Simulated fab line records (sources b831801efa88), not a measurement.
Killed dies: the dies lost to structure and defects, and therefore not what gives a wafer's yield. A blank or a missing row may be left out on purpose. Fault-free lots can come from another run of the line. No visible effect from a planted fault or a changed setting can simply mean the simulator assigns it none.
What tool caused it?	flow sky130	11 lots, 33 wafers sampled, at 6 steps of a route of 708

WHAT THE GAUGES READ, wafer by wafer
SKY_FIELD_ISO_THK_MEAS_02.
lot	measured	on	FIELD_ISO_OXIDATION_00_THK (nm)
L209	day 1 17:52	film-metro-03	12.11 11.99 12.12
L215	day 2 23:19	film-metro-04	11.61 11.60 11.99
L216	day 3 04:58	film-metro-03	11.76 11.79 11.84
L219	day 3 18:47	film-metro-03	12.03 12.01 12.02
L220	day 4 00:43	film-metro-04	11.86 11.78 11.91
L222	day 4 11:34	film-metro-04	12.17 12.21 12.12
L223	day 4 14:39	film-metro-04	11.70 11.71 11.82
L224	day 4 21:28	film-metro-04	11.91 11.97 11.77
L225	day 5 03:19	film-metro-04	11.78 11.82 11.90
L226	day 5 07:51	film-metro-03	11.68 11.91 11.81
L231	day 6 06:47	film-metro-03	11.70 11.75 11.72

SKY_FIELD_ISO_CD_MEAS_13: the cd target is 150 nm.
lot	measured	on	cd-nm (nm)
L209	day 2 10:16	cd-sem-01	148.4 149.7 148.5
L215	day 3 17:56	cd-sem-02	149.3 148.6 149.3
L216	day 3 23:28	cd-sem-01	151.3 151.3 150.5
L219	day 4 14:50	cd-sem-02	149.6 149.0 149.4
L220	day 4 20:56	cd-sem-01	148.7 149.0 147.5
L222	day 5 07:47	cd-sem-01	149.2 150.3 149.5
L223	day 5 11:44	cd-sem-02	148.5 148.3 148.6
L224	day 5 18:04	cd-sem-02	148.8 149.2 148.8
L225	day 5 23:32	cd-sem-02	151.6 151.7 153.0
L226	day 6 05:07	cd-sem-01	152.2 149.9 151.7
L231	day 7 03:56	cd-sem-02	150.3 151.6 151.7

SKY_VT_ADJUST_HVTP_TW_MEAS_11.
lot	measured	on	VT_ADJUST_HVTP_TW
L209	day 6 15:19	film-metro-02	1361 1361 1361
L215	day 8 02:35	film-metro-02	1359 1368 1367
L216	day 8 11:05	film-metro-02	1364 1356 1357
L219	day 9 06:17	film-metro-02	1357 1364 1357
L220	day 9 16:01	film-metro-02	1358 1355 1348
L222	day 10 04:40	film-metro-04	29 29 29 29 29 29
L223	day 10 07:01	film-metro-04	29 30 29 29 29 29
L224	day 10 14:11	film-metro-04	29 29 29 29 29 30
L225	day 10 22:23	film-metro-02	1363 1364 1365
L226	day 11 07:15	film-metro-01	1344 1350 1350
L231	day 12 05:31	film-metro-02	1355 1368 1367

WHAT TOOL EACH LOT RAN ON (gives the tool, then ch and the chambers of the sampled wafers, and finally the start)
lot	SKY_FIELD_ISO_CMP_27	SKY_NWELL_STRIP_25	SKY_VT_ADJUST_HVTP_STRIP_10
L209	cmp-01 ch 1,2,3, day 2 17:52	plasma-asher-03 ch 0,1, day 5 18:55	plasma-asher-03 ch 0,1, day 6 15:13
L215	cmp-02 ch 0,2,3, day 3 22:34	plasma-asher-02 ch 0,1, day 7 04:34	plasma-asher-03 ch 0,1, day 8 02:28
L216	cmp-02 ch 1,2,3, day 4 04:31	plasma-asher-02 ch 0,1, day 7 11:59	plasma-asher-02 ch 0,1, day 8 10:59
L219	cmp-01 ch 0,1, day 4 19:19	plasma-asher-01 ch 0,1, day 8 07:08	plasma-asher-04 ch 0,1, day 9 06:11
L220	cmp-01 ch 1,2,3, day 5 01:46	plasma-asher-01 ch 0,1, day 8 16:44	plasma-asher-04 ch 0,1, day 9 15:55
L222	cmp-01 ch 0,2,3, day 5 13:25	plasma-asher-03 ch 0,1, day 9 05:13	plasma-asher-04 ch 0,1, day 10 04:34
L223	cmp-01 ch 0,1,2, day 5 18:49	plasma-asher-03 ch 0,1, day 9 08:19	plasma-asher-02 ch 0,1, day 10 06:56
L224	cmp-01 ch 0,1,2, day 5 22:47	plasma-asher-03 ch 0,1, day 9 14:34	plasma-asher-03 ch 0,1, day 10 14:02
L225	cmp-01 ch 0,2,3, day 6 05:20	plasma-asher-02 ch 0,1, day 9 22:40	plasma-asher-03 ch 0,1, day 10 22:19
L226	cmp-02 ch 0,2,3, day 6 11:45	plasma-asher-03 ch 0,1, day 10 06:31	plasma-asher-04 ch 0,1, day 11 07:10
L231	cmp-02 ch 2,3, day 7 08:51	plasma-asher-01 ch 0,1, day 11 05:04	plasma-asher-02 ch 0,1, day 12 05:26
- SKY_FIELD_ISO_CMP_27: polishes, stops on Si3N4, t overpolish 16 s, target thk 457.8 nm.
- SKY_NWELL_STRIP_25: strips in O2/N2.
- SKY_VT_ADJUST_HVTP_STRIP_10: strips in O2/N2.

WHAT THE TOOLS THEMSELVES READ (means of the sampled wafers that have a number; where no wafer has one, the mark that the record gives instead)
SKY_FIELD_ISO_CMP_27.
lot	tool	motor-current-A (A)	overpolish-run-s (s)	slurry-filter-dp-kPa (kPa)	time-to-endpoint-s (s)
L209	cmp-01	12.4	15.996	13.49	115
L215	cmp-02	11.6	15.999	13.52	120
L216	cmp-02	11.4	16.006	13.44	114
L219	cmp-01	11.7	15.992	13.52	110
L220	cmp-01	11.7	15.992	13.64	111
L222	cmp-01	12.1	16.002	13.49	108
L223	cmp-01	11.7	15.998	13.47	108
L224	cmp-01	11.7	16.000	13.60	114
L225	cmp-01	11.8	15.993	13.56	111
L226	cmp-02	11.8	15.994	13.56	109
L231	cmp-02	10.7	16.001	13.56	110

SKY_NWELL_STRIP_25.
lot	tool	chamber-pressure-mTorr (mTorr)	drypump-motor-current-A (A)	o2-flow-sccm (sccm)	oes-product-au (a.u.)	strip-time-to-endpoint-s (s)
L209	plasma-asher-03	1498.7	5.9	3010	0.719	36.88
L215	plasma-asher-02	1499.2	5.3	3004	0.722	36.92
L216	plasma-asher-02	1497.8	5.3	2996	0.724	36.92
L219	plasma-asher-01	1500.9	5.5	3003	0.723	36.91
L220	plasma-asher-01	1499.3	5.5	3000	0.725	37.02
L222	plasma-asher-03	-	-	-	-	-
L223	plasma-asher-03	-	-	-	-	-
L224	plasma-asher-03	-	-	-	-	-
L225	plasma-asher-02	1501.1	5.4	3005	0.719	36.94
L226	plasma-asher-03	1501.2	5.9	3004	0.723	37.04
L231	plasma-asher-01	1499.3	5.5	3005	0.718	36.78

SKY_VT_ADJUST_HVTP_STRIP_10.
lot	tool	chamber-pressure-mTorr (mTorr)	drypump-motor-current-A (A)	o2-flow-sccm (sccm)	oes-product-au (a.u.)	strip-time-to-endpoint-s (s)
L209	plasma-asher-03	1499.6	5.6	2994	0.716	14.15
L215	plasma-asher-03	1499.9	5.7	3009	0.711	14.16
L216	plasma-asher-02	1501.2	5.3	2990	0.720	14.13
L219	plasma-asher-04	1500.6	6.3	3000	0.711	14.17
L220	plasma-asher-04	1500.2	6.2	3007	0.715	14.19
L222	plasma-asher-04	1501.5	6.2	3004	0.731	58.75
L223	plasma-asher-02	1501.5	5.3	2993	0.730	58.72
L224	plasma-asher-03	1499.4	5.9	2998	0.735	58.81
L225	plasma-asher-03	1500.8	5.8	3013	0.714	14.20
L226	plasma-asher-04	1500.3	6.2	3002	0.716	14.18
L231	plasma-asher-02	1500.0	5.2	3003	0.715	14.15

THE ANSWER, worked out from the rows above alone
Rule: usual is defined by the lots themselves. Put in order of their means at a reading, lots are off if they are a third of the lots or fewer, leave a main group of 4 or more, and stand apart from it by a gap of 3 or more times the standard deviation of the main group's means; of several such gaps the widest counts. A main group is skipped when, at the precision printed for the reading in the tables above, its means are all equal. A lot without any number at a reading at which 4 lots or more have one is off too. Any other lot the step has rows for is counted as sound. After the gauges, taken in route order, come the tools' own readings; for these a lot's mean is taken, as printed above. The first step at which some lot is off is used, and at that step the reading that is off furthest; a lot without a number counts as furthest.
Off: L222, L223, L224, at SKY_VT_ADJUST_HVTP_TW_MEAS_11 (VT_ADJUST_HVTP_TW). Mean 1359 and standard deviation 5.4 in the main group.
A tool fits if, at a process step before that reading, it ran every lot that is off, and no sound lot after the first of them. Not tried: the gauges at SKY_VT_ADJUST_HVTP_TW_MEAS_11; whatever is off there is also off at SKY_NWELL_STRIP_25, on other tools, and gauge error can't account for it. No candidate that was tried fits.

WHAT THE SIMULATOR PUT IN
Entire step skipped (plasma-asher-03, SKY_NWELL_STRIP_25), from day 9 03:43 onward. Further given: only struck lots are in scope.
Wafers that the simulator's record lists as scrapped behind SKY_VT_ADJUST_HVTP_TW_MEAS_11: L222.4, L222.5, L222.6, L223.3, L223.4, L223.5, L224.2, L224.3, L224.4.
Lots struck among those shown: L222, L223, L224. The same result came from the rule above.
